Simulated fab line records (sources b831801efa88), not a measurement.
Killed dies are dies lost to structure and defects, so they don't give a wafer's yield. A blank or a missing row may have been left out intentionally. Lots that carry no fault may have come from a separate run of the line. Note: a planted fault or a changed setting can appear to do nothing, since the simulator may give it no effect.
Check of tool commonality ; flow sky130 ; Lots sampled 13, wafers sampled 39

## THE REASON FOR OPENING IT
Of 13 lots, 2 have the reading VT_ADJUST_LVTN_2_TW flagged at SKY_VT_ADJUST_LVTN_TW_MEAS_21. No-fault wafers: 189.2, standard deviation 0.78.
Rule: a lot is flagged in two cases, either no wafer of it has a number, or all its wafers with numbers fall more than 4 standard deviations from that mean. The other lots count as sound.

lot;measured;on;VT_ADJUST_LVTN_2_TW, wafer by wafer;flag
L101;day 7 16:26;filmMetro-01;188.6 189.4 188.9;
L104;day 8 13:32;filmMetro-04;188.5 189.5 188.5;
L105;day 8 17:14;filmMetro-03;231.3 232.0 232.8;FLAGGED
L106;day 8 23:55;filmMetro-04;188.1 188.9 188.8;
L110;day 11 02:37;filmMetro-04;229.4 228.1 229.4;FLAGGED
L117;day 12 08:31;filmMetro-01;188.9 189.3 188.9;
L119;day 12 15:40;filmMetro-01;189.4 190.1 189.9;
L118;day 12 18:23;filmMetro-04;188.6 188.9 187.8;
L120;day 13 03:59;filmMetro-01;188.9 189.4 190.2;
L121;day 13 11:26;filmMetro-01;190.0 189.0 189.8;
L122;day 13 19:46;filmMetro-04;188.7 189.7 189.6;
L123;day 14 01:20;filmMetro-03;190.6 190.2 190.3;
L124;day 14 04:52;filmMetro-01;189.8 189.9 190.0;
On average the flagged lots' numbers are 230.5, which is +41.3 against the usual, or +53 standard deviations.

## TOOL THAT RAN EACH LOT
The record keeps 1 process step preceding the reading, out of 708 steps on the route. Every cell lists first the tool, next ch and the chambers used by the sampled wafers, and last the start.
lot;flag;SKY_VT_ADJUST_LVTN_IMPLANT_19
L101;;implanter-03 ch 0, day 7 16:11
L104;;implanter-01 ch 0, day 8 13:17
L105;FLAGGED;implanter-03 ch 0, day 8 16:40
L106;;implanter-03 ch 0, day 8 23:40
L110;FLAGGED;implanter-02 ch 0, day 11 01:58
L117;;implanter-03 ch 0, day 12 08:17
L119;;implanter-02 ch 0, day 12 15:26
L118;;implanter-03 ch 0, day 12 18:08
L120;;implanter-02 ch 0, day 13 03:44
L121;;implanter-01 ch 0, day 13 11:11
L122;;implanter-03 ch 0, day 13 19:31
L123;;implanter-03 ch 0, day 14 01:05
L124;;implanter-02 ch 0, day 14 04:35
What these steps do:
- SKY_VT_ADJUST_LVTN_IMPLANT_19
- SKY_VT_ADJUST_LVTN_TW_MEAS_21

## FLAGGED AGAINST TOTAL, ONE TOOL AT A TIME (gauges that did the reading follow at the end)
step;tool;lots run;flagged;share of the flagged lots;sound lots run after its first flagged lot
SKY_VT_ADJUST_LVTN_IMPLANT_19;implanter-01;2;0;none;-
SKY_VT_ADJUST_LVTN_IMPLANT_19;implanter-02;4;1;some;3 (L119,L120,L124)
SKY_VT_ADJUST_LVTN_IMPLANT_19;implanter-03;7;1;some;5 (L106,L117,L118,L122,L123)
SKY_VT_ADJUST_LVTN_TW_MEAS_21;filmMetro-01;6;0;none;-
SKY_VT_ADJUST_LVTN_TW_MEAS_21;filmMetro-03;2;1;some;1 (L123)
SKY_VT_ADJUST_LVTN_TW_MEAS_21;filmMetro-04;5;1;some;2 (L118,L122)

## THE TABLE: WHAT IT ALLOWS
No row of the table ran every flagged lot.

## WHAT THE SIMULATOR PUT IN
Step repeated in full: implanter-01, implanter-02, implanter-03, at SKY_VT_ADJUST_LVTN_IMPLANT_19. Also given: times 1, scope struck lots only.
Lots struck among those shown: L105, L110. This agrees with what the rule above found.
